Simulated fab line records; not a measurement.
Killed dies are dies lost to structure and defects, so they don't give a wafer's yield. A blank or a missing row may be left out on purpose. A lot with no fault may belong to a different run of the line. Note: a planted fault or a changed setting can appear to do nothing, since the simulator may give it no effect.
What tool caused it? | flow sky130 | 24 lots with 72 wafers sampled at 5 steps, on a route of 708 steps

WHAT THE GAUGES SHOWED, per wafer
SKY_CAPM_THK_MEAS_01. Usual: CAPM_CVD_00_THK gives 15.54 nm (standard deviation 0.24).
lot  | measured     | on           | CAPM_CVD_00_THK (nm) | flag
L074 | day 36 03:56 | filmMetro-03 | 15.44 15.10 15.38    | 
L075 | day 36 07:14 | filmMetro-03 | 15.18 15.20 15.54    | 
L076 | day 37 02:22 | filmMetro-03 | 15.66 15.37 15.49    | 
L077 | day 37 05:05 | filmMetro-03 | 15.19 15.78 15.40    | 
L078 | day 37 19:32 | filmMetro-03 | 15.66 15.90 15.57    | 
L079 | day 38 09:41 | filmMetro-04 | 15.63 15.76 16.05    | 
L080 | day 38 10:17 | filmMetro-04 | 15.74 15.67 15.88    | 
L081 | day 38 12:32 | filmMetro-04 | 15.37 15.29 15.50    | 
L082 | day 38 16:51 | filmMetro-01 | 15.31 15.23 15.26    | 
L083 | day 39 04:47 | filmMetro-04 | 15.63 15.89 15.94    | 
L084 | day 39 05:56 | filmMetro-03 | 15.42 15.44 16.15    | 
L085 | day 39 14:44 | filmMetro-01 | 15.94 15.49 15.72    | 
L086 | day 40 00:31 | filmMetro-01 | 15.45 15.46 15.96    | 
L087 | day 40 07:51 | filmMetro-01 | 15.22 15.41 15.83    | 
L088 | day 40 11:20 | filmMetro-03 | 15.61 15.50 15.82    | 
L089 | day 40 20:41 | filmMetro-01 | 15.60 15.35 15.61    | 
L090 | day 41 05:11 | filmMetro-01 | 15.68 15.70 15.67    | 
L091 | day 41 15:28 | filmMetro-01 | 15.15 15.28 15.47    | 
L092 | day 42 08:19 | filmMetro-01 | 15.30 15.55 15.65    | 
L093 | day 42 09:56 | filmMetro-01 | 15.27 15.36 15.27    | 
L095 | day 42 11:05 | filmMetro-03 | 15.12 15.63 15.71    | 
L094 | day 42 13:46 | filmMetro-03 | 15.91 15.79 15.49    | 
L096 | day 42 18:11 | filmMetro-03 | 15.73 15.87 15.59    | 
L097 | day 43 01:47 | filmMetro-03 | 15.35 15.46 15.48    | 

SKY_CAP2M_RS_MEAS_03: the measuring method here is four-point-probe. Usual: CAP2M_TIN_RS gives 6.89 ohm/sq (standard deviation 0.065).
lot  | measured     | on           | CAP2M_TIN_RS (ohm/sq) | flag
L074 | day 39 13:05 | filmMetro-01 | 6.88 6.74 6.88        | 
L075 | day 39 16:16 | filmMetro-01 | 7.06 6.85 7.01        | 
L076 | day 40 09:34 | filmMetro-03 | 6.87 6.93 6.87        | 
L077 | day 40 12:07 | filmMetro-03 | 6.79 6.79 6.93        | 
L078 | day 41 02:13 | filmMetro-02 | 6.85 6.82 6.82        | 
L079 | day 41 15:58 | filmMetro-02 | 6.85 6.87 6.90        | 
L080 | day 41 16:26 | filmMetro-03 | 6.78 6.93 6.79        | 
L081 | day 41 19:22 | filmMetro-01 | 6.90 6.99 6.81        | 
L082 | day 41 22:04 | filmMetro-03 | 6.82 6.86 6.80        | 
L083 | day 42 08:46 | filmMetro-03 | 6.85 6.80 6.89        | 
L084 | day 42 10:55 | filmMetro-01 | 6.87 6.97 6.96        | 
L085 | day 42 20:05 | filmMetro-03 | 6.95 6.93 6.92        | 
L086 | day 43 03:16 | filmMetro-03 | 6.89 6.86 6.89        | 
L087 | day 43 10:40 | filmMetro-01 | 6.94 6.90 6.87        | 
L088 | day 43 14:44 | filmMetro-02 | 6.88 6.89 6.86        | 
L089 | day 43 23:10 | filmMetro-02 | 6.85 6.87 6.86        | 
L090 | day 44 08:19 | filmMetro-03 | 6.90 6.86 6.86        | 
L091 | day 44 17:23 | filmMetro-03 | 6.97 6.95 6.95        | 
L092 | day 45 08:03 | filmMetro-01 | 7.03 6.95 6.97        | 
L093 | day 45 08:41 | filmMetro-02 | 6.79 6.89 6.82        | 
L095 | day 45 11:22 | filmMetro-02 | 6.88 6.86 6.83        | 
L094 | day 45 13:02 | filmMetro-03 | 6.96 6.82 6.93        | 
L096 | day 45 17:32 | filmMetro-03 | 6.93 6.92 6.98        | 
L097 | day 45 23:17 | filmMetro-02 | 6.93 6.90 6.97        | 

SKY_METAL4_OVL_MEAS_14. Usual: METAL4_OVL gives -3 nm (standard deviation 5).
lot  | measured     | on         | METAL4_OVL (nm) | flag
L074 | day 41 14:34 | overlay-02 | -8 -7 -1        | 
L075 | day 41 17:19 | overlay-01 | -11 -8 -11      | 
L076 | day 42 09:41 | overlay-01 | -8 -6 -12       | 
L077 | day 42 12:46 | overlay-01 | -10 -4 -10      | 
L078 | day 43 01:08 | overlay-01 | -6 -9 -10       | 
L079 | day 43 14:34 | overlay-01 | 3 -3 5          | 
L080 | day 43 15:23 | overlay-02 | 0 -6 -1         | 
L081 | day 43 18:37 | overlay-01 | -1 -7 -7        | 
L082 | day 43 21:37 | overlay-02 | 2 6 3           | 
L083 | day 44 06:55 | overlay-01 | 5 3 3           | 
L084 | day 44 09:37 | overlay-02 | -5 3 3          | 
L085 | day 44 18:11 | overlay-02 | -5 -9 -11       | 
L086 | day 44 23:49 | overlay-01 | -7 -3 -2        | 
L087 | day 45 07:28 | overlay-02 | -5 3 0          | 
L088 | day 45 11:38 | overlay-02 | 0 1 -2          | 
L089 | day 45 19:46 | overlay-01 | -4 -1 -3        | 
L090 | day 46 03:35 | overlay-01 | 8 9 6           | 
L091 | day 46 11:44 | overlay-01 | -11 -9 -9       | 
L092 | day 47 03:46 | overlay-02 | -3 -2 0         | 
L093 | day 47 03:25 | overlay-01 | -3 -7 -4        | 
L095 | day 47 05:16 | overlay-01 | -1 -3 -2        | 
L094 | day 47 05:37 | overlay-01 | 0 -2 -2         | 
L096 | day 47 11:11 | overlay-01 | -1 -8 -7        | 
L097 | day 47 16:34 | overlay-01 | -6 -11 -2       | 

WHAT TOOL EACH LOT RAN ON (gives the tool, then ch and the chambers of the sampled wafers, and finally the start)
lot  | SKY_VIA3_CVD_21              | SKY_CAP2M_STRIP_14
L074 | cvdW-01 ch 0,1, day 39 12:08 | plasmaAsher-01 ch 0,1, day 40 13:40
L075 | cvdW-02 ch 0,1, day 39 15:19 | plasmaAsher-04 ch 0,1, day 40 16:31
L076 | cvdW-02 ch 0,1, day 40 08:37 | plasmaAsher-01 ch 0,1, day 41 09:32
L077 | cvdW-02 ch 0,1, day 40 11:11 | plasmaAsher-04 ch 0,1, day 41 12:34
L078 | cvdW-02 ch 0,1, day 41 01:16 | plasmaAsher-04 ch 0,1, day 42 01:39
L079 | cvdW-02 ch 0,1, day 41 15:01 | plasmaAsher-04 ch 1, day 42 15:26
L080 | cvdW-02 ch 0,1, day 41 15:28 | plasmaAsher-03 ch 0,1, day 42 15:42
L081 | cvdW-01 ch 0,1, day 41 18:14 | plasmaAsher-04 ch 0,1, day 42 18:42
L082 | cvdW-01 ch 0,1, day 41 21:07 | plasmaAsher-03 ch 0,1, day 42 21:57
L083 | cvdW-02 ch 0,1, day 42 07:49 | plasmaAsher-01 ch 0,1, day 43 07:09
L084 | cvdW-02 ch 0,1, day 42 09:52 | plasmaAsher-04 ch 0,1, day 43 10:24
L085 | cvdW-01 ch 0,1, day 42 18:56 | plasmaAsher-01 ch 0,1, day 43 19:33
L086 | cvdW-01 ch 0, day 43 02:19   | plasmaAsher-04 ch 0, day 44 01:27
L087 | cvdW-01 ch 0,1, day 43 09:43 | plasmaAsher-04 ch 0,1, day 44 09:03
L088 | cvdW-02 ch 0,1, day 43 13:46 | plasmaAsher-01 ch 0,1, day 44 13:18
L089 | cvdW-02 ch 0,1, day 43 22:14 | plasmaAsher-01 ch 0,1, day 44 21:45
L090 | cvdW-02 ch 0, day 44 07:22   | plasmaAsher-04 ch 1, day 45 06:15
L091 | cvdW-01 ch 0,1, day 44 16:26 | plasmaAsher-01 ch 0,1, day 45 14:26
L092 | cvdW-01 ch 0,1, day 45 07:05 | plasmaAsher-04 ch 0,1, day 46 05:16
L093 | cvdW-01 ch 0,1, day 45 07:44 | plasmaAsher-01 ch 0,1, day 46 05:34
L095 | cvdW-01 ch 0,1, day 45 10:25 | plasmaAsher-03 ch 0,1, day 46 07:55
L094 | cvdW-01 ch 0, day 45 12:04   | plasmaAsher-01 ch 0,1, day 46 09:18
L096 | cvdW-02 ch 0,1, day 45 16:34 | plasmaAsher-03 ch 0, day 46 14:27
L097 | cvdW-02 ch 0,1, day 45 22:21 | plasmaAsher-01 ch 0,1, day 46 20:00
- SKY_VIA3_CVD_21: deposits W, target thk 390 nm, time 117.31 s.
- SKY_CAP2M_STRIP_14: strips in O2/N2.

AS READ BY THE TOOLS THEMSELVES (means over the sampled wafers that have a number; for cases with no such wafer, the mark the record gives instead)
SKY_VIA3_CVD_21. Usual: heaterPowerW reads 873 W (standard deviation 120).
lot  | tool    | heaterPowerW (W) | flag
L074 | cvdW-01 | 844              | 
L075 | cvdW-02 | 926              | 
L076 | cvdW-02 | 920              | 
L077 | cvdW-02 | 830              | 
L078 | cvdW-02 | 916              | 
L079 | cvdW-02 | 919              | 
L080 | cvdW-02 | 824              | 
L081 | cvdW-01 | 815              | 
L082 | cvdW-01 | 826              | 
L083 | cvdW-02 | 828              | 
L084 | cvdW-02 | 831              | 
L085 | cvdW-01 | 837              | 
L086 | cvdW-01 | 773              | 
L087 | cvdW-01 | 836              | 
L088 | cvdW-02 | 930              | 
L089 | cvdW-02 | 924              | 
L090 | cvdW-02 | 1026             | 
L091 | cvdW-01 | 838              | 
L092 | cvdW-01 | 899              | 
L093 | cvdW-01 | 832              | 
L095 | cvdW-01 | 888              | 
L094 | cvdW-01 | 766              | 
L096 | cvdW-02 | 840              | 
L097 | cvdW-02 | 837              | 

SKY_CAP2M_STRIP_14. Usual: drypumpMotorCurrentA 6.1 A, standard deviation 0.31; oesProductAu 0.710 a.u., standard deviation 0.0048; stripTimeToEndpointS 12.65 s, standard deviation 0.038.
lot  | tool           | drypumpMotorCurrentA (A) | oesProductAu (a.u.) | stripTimeToEndpointS (s) | flag
L074 | plasmaAsher-01 | 6.4                      | 0.714               | 12.64                    | 
L075 | plasmaAsher-04 | 5.7                      | 0.713               | 12.65                    | 
L076 | plasmaAsher-01 | 6.4                      | 0.711               | 12.65                    | 
L077 | plasmaAsher-04 | 5.8                      | 0.706               | 12.68                    | 
L078 | plasmaAsher-04 | 5.8                      | 0.708               | 12.68                    | 
L079 | plasmaAsher-04 | 5.6                      | 0.713               | 12.68                    | 
L080 | plasmaAsher-03 | 6.0                      | 0.711               | 12.68                    | 
L081 | plasmaAsher-04 | 5.8                      | 0.711               | 12.70                    | 
L082 | plasmaAsher-03 | 6.0                      | 0.711               | 12.62                    | 
L083 | plasmaAsher-01 | 6.3                      | 0.707               | 12.68                    | 
L084 | plasmaAsher-04 | 5.7                      | 0.713               | 12.66                    | 
L085 | plasmaAsher-01 | 6.4                      | 0.712               | 12.59                    | 
L086 | plasmaAsher-04 | 6.0                      | 0.709               | 12.66                    | 
L087 | plasmaAsher-04 | 5.8                      | 0.709               | 12.68                    | 
L088 | plasmaAsher-01 | 6.3                      | 0.710               | 12.68                    | 
L089 | plasmaAsher-01 | 6.3                      | 0.706               | 12.60                    | 
L090 | plasmaAsher-04 | 5.5                      | 0.708               | 12.63                    | 
L091 | plasmaAsher-01 | 6.3                      | 0.710               | 12.67                    | 
L092 | plasmaAsher-04 | 5.7                      | 0.714               | 12.62                    | 
L093 | plasmaAsher-01 | 6.4                      | 0.710               | 12.58                    | 
L095 | plasmaAsher-03 | 6.0                      | 0.710               | 12.61                    | 
L094 | plasmaAsher-01 | 6.4                      | 0.708               | 12.64                    | 
L096 | plasmaAsher-03 | 5.9                      | 0.706               | 12.61                    | 
L097 | plasmaAsher-01 | 6.4                      | 0.704               | 12.70                    | 

THE ANSWER, worked out from the rows above alone
Rule: a lot counts as off when the mean over its wafers that have a number is more than 3 standard deviations away from the usual mean. A lot without any number at a reading at which 4 lots or more have one is off too. The other lots that the step has rows for count as sound. The gauges are gone through in route order, then the tools' own readings, and for those a lot's mean is taken as printed above. The first step at which some lot is off is used, and at that step the reading that is off furthest; a lot without a number counts as furthest.
None of the lots is off at any reading shown; this tells nothing.

WHAT WAS PUT IN BY THE SIMULATOR
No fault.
